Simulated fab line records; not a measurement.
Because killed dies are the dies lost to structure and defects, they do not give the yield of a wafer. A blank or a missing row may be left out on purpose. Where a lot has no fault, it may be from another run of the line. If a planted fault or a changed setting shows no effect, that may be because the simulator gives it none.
Lot-split experiment	flow sky130	23 wafers read across 5 lots, on a route 708 steps long

ON THE SPLIT
At SKY_GATE_OXIDE_IMPLANT_11, the setting energy kev was moved away from the recipe's 10 on 7 of the 23 wafers read, by -5.3% to +4.3%. All remaining wafers had this setting at the recipe value.

FROM THE SPLIT TO THE READING: what the file shows between them, 2 steps
- SKY_GATE_OXIDE_WET_ETCH_12: etches SiO2 in dHF, target depth 16.8 nm, time 336 s
- SKY_GATE_OXIDE_STRIP_13: strips in O2/N2

THE READING
GATE_OXIDE_TW, at SKY_GATE_OXIDE_TW_MEAS_14. A value of 223.9 with a standard deviation of 0.94 is what fault-free wafers of this fab line usually give.

wafer	tool, chamber at the split	energy kev as run	against the recipe	GATE_OXIDE_TW	against lot-mates on the recipe
L075.1	implanter-02, 0	10	recipe	223.6	-
L075.2	implanter-02, 0	9.465	-5.3%	219.4	-3.7
L075.3	implanter-02, 0	9.465	-5.3%	220.1	-3.0
L075.5	implanter-02, 0	10	recipe	222.6	-
L075.6	implanter-02, 0	10	recipe	223.0	-
L076.2	implanter-03, 0	10	recipe	223.0	-
L076.3	implanter-03, 0	10.43	+4.3%	225.6	+2.3
L076.4	implanter-03, 0	10	recipe	223.6	-
L076.5	implanter-03, 0	10.43	+4.3%	225.0	+1.7
L076.6	implanter-03, 0	10.43	+4.3%	226.7	+3.4
L079.3	implanter-03, 0	10	recipe	224.4	-
L079.5	implanter-03, 0	10	recipe	226.1	-
L079.6	implanter-03, 0	10	recipe	225.0	-
L082.1	implanter-03, 0	10	recipe	223.3	-
L082.2	implanter-03, 0	10	recipe	224.2	-
L082.3	implanter-03, 0	10	recipe	225.0	-
L082.4	implanter-03, 0	10	recipe	223.8	-
L082.5	implanter-03, 0	10	recipe	224.5	-
L084.1	implanter-02, 0	10	recipe	224.5	-
L084.2	implanter-02, 0	9.846	-1.5%	223.3	-1.7
L084.4	implanter-02, 0	10	recipe	225.7	-
L084.5	implanter-02, 0	9.846	-1.5%	224.5	-0.5
L084.6	implanter-02, 0	10	recipe	224.7	-

THE FIT
A straight line over all 23 wafers: GATE_OXIDE_TW changes by +0.584 for each +1% of energy kev; r = +0.80; the points scatter about the line by 1.1.
The same after taking each lot's own level away (the mean of its wafers on the recipe; 23 wafers): +0.601 for each +1%; r = +0.92; scatter 0.59.
According to that fit, moving energy kev by its largest amount changes the reading by 3.2.
The span of the lots' own levels, 223.07 to 225.17, comes to 2.2 times the standard deviation stated above.
So the lot-to-lot level blurs the effect unless lot-mates are compared.
Check: -3.09 against its lot-mates is what the line predicts for one of the wafers moved furthest among these (-5.3%) when that wafer is left out of the fit. It came out at -3.67 against them.

OTHER SPLITS ON THESE WAFERS
Before the reading, these wafers also passed through other splits. Each is held against what the fit with the lots' levels taken away leaves over:
other split on the same wafers	wafers away from the commonest value	r with GATE_OXIDE_TW (lot level and that fit taken away)
SKY_GATE_OXIDE_SOFTBAKE_06 temp c	10	+0.22

THE WHOLE CHAIN: every reading that the file lists as answering this split, in the file's order
step	what it does	reading	change (the file's fit)	r (the file's)
SKY_GATE_OXIDE_IMPLANT_11		implant.rp nm (the simulator's own value, which no gauge read)	+0.289 nm for each +1% of the setting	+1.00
SKY_GATE_OXIDE_IMPLANT_11		implant.drp nm (the simulator's own value, which no gauge read)	+0.12 nm for each +1% of the setting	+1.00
SKY_GATE_OXIDE_TW_MEAS_14		GATE_OXIDE_TW	+0.609 for each +1% of the setting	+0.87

THE FILE'S OWN FIT
GATE_OXIDE_TW changes by +0.609 for each +1% of energy kev, r = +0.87.
